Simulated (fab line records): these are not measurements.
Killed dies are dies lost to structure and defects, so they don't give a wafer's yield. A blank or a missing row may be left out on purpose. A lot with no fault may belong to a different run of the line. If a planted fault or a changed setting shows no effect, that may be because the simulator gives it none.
A struck lot beside a sound one -- flow sfq line -- 14 steps out of a route of 325
Sound: these wafers, L408.1, L408.2, L408.3. Wafers struck: L420.4, L420.6. The cause comes at the end.
Per side, at each step with rows, come the tool, then ch with its chambers, and then its first start. Under that, the readings that differ: sound wafers -- struck wafers -- difference of the means -- sigmas: that difference in standard deviations of wafers without a fault.
alike: same words and numbers on both sides, and readings whose means sit less than 2 such deviations apart. not compared: any withheld reading, any reading some wafer has no value for, any bound like >300 that may hide the same value, and any number with overlapping values for which the record gives no deviation.
The two part at a step that has a row with sigmas, a row that says differs or no value, or rows on one side only. Numbers that have no deviation but don't overlap get no sigmas and don't part them. A reading that every wafer of one side lacks parts them only if that side has two wafers or more.

SFQ_TRILAYER_L0_BARC_OPEN_METAL_ETCH_010: etches BARC in O2, target depth 125 nm, time 41.7 s.
  sound on rie metal-01 ch 0,1, day 3 22:49; struck on rie metal-02 ch 0,1, day 6 19:43
  alike: drypump motor current A, oes product au, run length s
  not compared: rf hours counter h
SFQ_TRILAYER_L0_ETCH_METAL_ETCH_008: etches MoNx KI in SF6/O2, stops on SiO2, target depth 50 nm, time 25 s.
  sound on rie metal-01 ch 0,1, day 3 22:53; struck on rie metal-02 ch 0,1, day 6 19:46
  alike: drypump motor current A, oes product au, run length s
  not compared: rf hours counter h
SFQ_TRILAYER_L0_STRIP_STRIP_009: strips in O2.
  sound on rie metal-01 ch 0,1, day 3 22:55; struck on rie metal-02 ch 0,1, day 6 20:00
  alike: drypump motor current A, oes product au
  not compared: rf hours counter h
then, 1 step without rows for these wafers: SFQ_TRILAYER_L0_STRIP_SOLV_CLEAN_010 (cleans in NMP, time 600 s).
SFQ_TRILAYER_L0_CAP_PECVD_011: deposits SiO2 from SiH4/N2O, time 13.333 s, target thk 60 nm.
  sound on pecvd-03 ch 0,1,2, day 3 23:42; struck on pecvd-02 ch 0,1, day 6 20:35
reading,sound,struck,difference,sigmas
throttle valve pct (%),25.6 26.5 26.8,24.8 24.1,-1.8,-2
  alike: heater power w, susceptor temp C
then, 6 steps without rows for these wafers: SFQ_TRILAYER_L0_VIA_LITHO_COAT_018 (resist thk 62 nm); SFQ_TRILAYER_L0_VIA_LITHO_COAT_013 (resist thk 650 nm); SFQ_TRILAYER_L0_VIA_LITHO_SOFTBAKE_017; SFQ_TRILAYER_L0_VIA_LITHO_EXPOSE_014 (exposes mask L0V, target cd 700 nm); SFQ_TRILAYER_L0_VIA_LITHO_PEB_016 (peb time 60 s); SFQ_TRILAYER_L0_VIA_LITHO_DEVELOP_015 (time 60 s).
-- the record jumps here: 5 days lie between the struck wafers' starts before and after --
SFQ_L0V_OVL_MEAS_903:
  sound: overlay-01 at day 7 05:51; struck: overlay-01 at day 11 17:59
  alike: L0V_OVL
SFQ_TRILAYER_L0_VIA_BARC_OPEN_VIA_ETCH_021: etches BARC in O2, target depth 125 nm, time 41.7 s.
  sound on rie diel-02 ch 0,1,3, day 7 05:53; struck on rie diel-02 ch 0,2, day 11 18:02
reading,sound,struck,difference,sigmas
oes product au (a.u.),0.689 0.677 0.691,0.709 0.699,+0.018,+4
rf hours counter h (h),143 93 105,- -,no value on the struck wafers,
run length s (s),70.1 69.9 69.5,68.5 68.1,-1.5,-4
  alike: drypump motor current A
SFQ_TRILAYER_L0_VIA_ETCH_VIA_ETCH_016: etches SiO2 in CHF3, stops on MoNx KI, target depth 80 nm.
  sound on rie diel-02 ch 0,1,3, day 7 05:55; struck on rie diel-02 ch 0,2, day 11 18:04
  alike: drypump motor current A, oes product au

## WHERE THEY PART
Earliest at SFQ_TRILAYER_L0_CAP_PECVD_011; latest, in this record, at SFQ_TRILAYER_L0_VIA_BARC_OPEN_VIA_ETCH_021. Later steps at which nothing parts them and some readings are alike: SFQ_TRILAYER_L0_VIA_ETCH_VIA_ETCH_016.

WHY: what the simulator had put in
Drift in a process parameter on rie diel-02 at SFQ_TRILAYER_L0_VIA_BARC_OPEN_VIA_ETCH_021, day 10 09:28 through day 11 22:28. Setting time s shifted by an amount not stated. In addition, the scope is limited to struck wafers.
